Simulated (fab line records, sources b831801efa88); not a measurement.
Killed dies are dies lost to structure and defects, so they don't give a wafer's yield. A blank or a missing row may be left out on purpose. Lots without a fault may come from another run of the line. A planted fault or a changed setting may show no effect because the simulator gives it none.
Problem report in the 8D (eight disciplines) form, filled by code | flow gf180mcu | the parts of the form that need people (team, actions taken, sign-off) are left out

1. THE PROBLEM
M1_ALCU_THK at GF_M1_THK_MEAS_06 reads a mean of 480 nm on 2 wafers of 2 lots; wafers without a fault read 446 nm with a standard deviation of 5.8. That is +5.9 standard deviations from the usual mean.
The step: measures by xrf.
First seen on wafer L386.2, day 21 07:38, on film_metro-03. The record holds 39 wafers of 13 lots with a number at this step. Rule for "out", or "out of limits": more than 4 standard deviations from the usual mean. The other wafers with a number count as sound.

2. WHAT IT IS AND WHAT IT IS NOT
question                    | is                           | is not
which readings at this step | M1_ALCU_THK                  | -
which lots                  | L386, L389                   | L373, L374, L376, L377, L378, L379, L381, L384, L385, L394, L395
which wafers of those lots  | L386.2, L389.2               | L386.4, L386.6, L389.4, L389.6
read on which gauges        | film_metro-03, film_metro-04 | film_metro-01
when                        | from day 21 07:38            | up to then (29 sound wafers); but 8 sound wafers of L389, L394, L395 came after

3. SUSPECTS, AND WHAT RULES EACH OUT
Counting: a tool at a process step up to the reading stays a suspect if it ran every lot that is out. Sound lots after the first of them don't rule it out here, since some wafers of a struck lot are sound.
- the gauge at GF_M1_THK_MEAS_06: ruled out. The wafers that are out were read on 2 gauges (film_metro-03, film_metro-04).
- pvd_sputter-04 at GF_M1_SPUTTER_03 (material Ti, target thk 10 nm, time 6.7 s): kept. It ran every lot that is out, first L386 (day 21 07:27); its last sound lot up to then is L384 (day 20 14:29).
- pvd_sputter-04 at GF_M1_SPUTTER_04 (material TiN, target thk 50 nm, time 41.7 s): kept. It ran every lot that is out, first L386 (day 21 07:28); its last sound lot up to then is L384 (day 20 14:30).
Left after counting: pvd_sputter-04 at GF_M1_SPUTTER_03, pvd_sputter-04 at GF_M1_SPUTTER_04.

4. THE CAUSE (what the simulator had put in)
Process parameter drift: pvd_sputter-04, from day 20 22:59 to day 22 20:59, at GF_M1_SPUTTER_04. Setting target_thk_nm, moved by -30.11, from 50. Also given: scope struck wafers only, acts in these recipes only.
Counting left 2 suspects, and this tool is among them.

5. THE CHAIN OF EFFECTS, in route order
Each row: a reading whose mean over the struck wafers that have a number lies more than 3 standard deviations from the usual. Only readings for which the record gives a usual standard deviation are gone through. hours: the time from each lot's start at the first step in this table that gives one to its start at this step, as a median over the lots. sigmas: the change in usual standard deviations.
hours | step              | reading     | usual  | on struck wafers | change | sigmas
0     | GF_M1_THK_MEAS_06 | M1_ALCU_THK | 446 nm | 480              | +34    | +5.9

6. WHAT WOULD HAVE CAUGHT IT SOONER
In this record the first reading out of limits at a measuring or inspecting step was taken at day 21 07:38, 9 hours after the fault began at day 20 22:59.
Of the tool readings at GF_M1_SPUTTER_04 for which the record gives a usual standard deviation, none was out on any struck wafer, so an alarm limit of 4 standard deviations on them would not have fired.
Of the lots that are out (2), L389 began GF_M1_SPUTTER_04 on pvd_sputter-04 after day 21 07:38. A hold on the tool at that time would have spared it.
